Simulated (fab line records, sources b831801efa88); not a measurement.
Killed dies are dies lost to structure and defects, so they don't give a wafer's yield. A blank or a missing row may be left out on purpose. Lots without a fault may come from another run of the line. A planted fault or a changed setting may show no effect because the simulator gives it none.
Chamber matching | flow sky130 | SKY_FIELD_ISO_ETCH_17 on rie_si-01: 4 sister chambers
The step etches Si in HBr/Cl2/O2, target depth 342 nm, time 97.7 s. 7 wafers are shown with their chamber, then 8 later ones without.

WAFERS WITH THEIR CHAMBER
wafer  | chamber | drypump_motor_current_A (A) | oes_product_au (a.u.)
L440.2 | 2       | 5.2                         | 1.020
L440.4 | 3       | 5.9                         | 1.014
L440.6 | 3       | 5.9                         | 1.031
L442.2 | 2       | 5.2                         | 1.008
L442.4 | 1       | 5.6                         | 1.001
L442.5 | 1       | 5.5                         | 1.008
L444.2 | 0       | 5.4                         | 0.993

WAFERS WITHOUT THEIR CHAMBER
wafer  | drypump_motor_current_A (A) | oes_product_au (a.u.)
L444.4 | 5.6                         | 1.012
L444.5 | 5.6                         | 1.017
L446.1 | 5.5                         | 1.016
L446.3 | 5.9                         | 1.016
L446.5 | 5.9                         | 1.019
L447.1 | 5.2                         | 1.010
L447.3 | 5.4                         | 0.996
L447.4 | 6.0                         | 1.013

WHICH CHAMBER EACH WENT THROUGH
wafer  | from the rows above     | in truth
L444.4 | 1                       | 1
L444.5 | 1                       | 1
L446.1 | can't be placed: 1 or 0 | 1
L446.3 | 3                       | 3
L446.5 | 3                       | 3
L447.1 | 2                       | 2
L447.3 | 0                       | 0
L447.4 | 3                       | 3
Placed correctly: 7 of 8. Can't be placed from these rows: 1 (the true chamber is among the candidates in 1). Placed wrongly: 0.
How it was worked out, from the rows above alone: a wafer's distance from a chamber is the root of the sum, over the readings, of the square of ((its reading less the chamber's mean) divided by the reading's scatter). The wafer belongs to the nearest chamber; if the next one is less than 2 further off, it can't be placed. A chamber's mean is the mean of its shown wafers. The scatter: the root of (the sum of the squares of (reading less its chamber's mean) over the shown wafers, divided by (wafers less chambers)).
